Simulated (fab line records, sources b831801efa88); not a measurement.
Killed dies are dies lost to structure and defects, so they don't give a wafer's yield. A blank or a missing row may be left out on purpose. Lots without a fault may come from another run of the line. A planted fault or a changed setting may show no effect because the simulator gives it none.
Which tool did it? | flow sky130 | 12 lots, 36 wafers sampled, at 1 step of a route of 708

WHAT THE GAUGES READ, wafer by wafer
SKY_SD_N_CD_MEAS_07: target cd 380 nm. Usual: cd_nm 379.7 nm, standard deviation 2.
lot  | measured     | on        | cd_nm (nm)        | flag
L673 | day 27 22:25 | cd_sem-01 | 379.1 379.2 377.9 |
L674 | day 28 05:40 | cd_sem-01 | 378.8 376.4 377.8 |
L676 | day 28 22:56 | cd_sem-02 | 380.6 380.6 381.5 |
L677 | day 29 16:14 | cd_sem-01 | 380.2 380.5 381.7 |
L680 | day 30 06:20 | cd_sem-01 | 379.8 377.9 376.7 |
L683 | day 31 01:02 | cd_sem-01 | 378.8 379.3 380.3 |
L684 | day 31 22:59 | cd_sem-02 | 380.9 378.3 378.7 |
L685 | day 32 06:38 | cd_sem-02 | 385.3 383.2 384.4 |
L687 | day 32 14:13 | cd_sem-02 | 379.5 379.7 379.9 |
L691 | day 33 21:55 | cd_sem-02 | 379.4 380.2 381.5 |
L693 | day 34 09:46 | cd_sem-02 | 379.1 378.7 379.4 |
L696 | day 35 06:35 | cd_sem-01 | 381.6 380.8 382.0 |

WHICH TOOL RAN EACH LOT (tool, then ch and the chambers of the sampled wafers, then the start)
The record holds no process step before these readings.

WHAT THE TOOLS THEMSELVES READ (means of the sampled wafers that have a number; where no wafer has one, the mark that the record gives instead)
The record holds no such reading with a usual standard deviation.

THE ANSWER, worked out from the rows above alone
Rule: a lot is off if the mean of its wafers that have a number lies more than 3 standard deviations from the usual mean. A lot without any number at a reading at which 4 lots or more have one is off too. The other lots that the step has rows for count as sound. The gauges are gone through in route order, then the tools' own readings, and for those a lot's mean is taken as printed above. The first step at which some lot is off is used, and at that step the reading that is off furthest; a lot without a number counts as furthest.
No lot is off at any reading shown: from this, nothing can be told.

WHAT THE SIMULATOR HAD PUT IN
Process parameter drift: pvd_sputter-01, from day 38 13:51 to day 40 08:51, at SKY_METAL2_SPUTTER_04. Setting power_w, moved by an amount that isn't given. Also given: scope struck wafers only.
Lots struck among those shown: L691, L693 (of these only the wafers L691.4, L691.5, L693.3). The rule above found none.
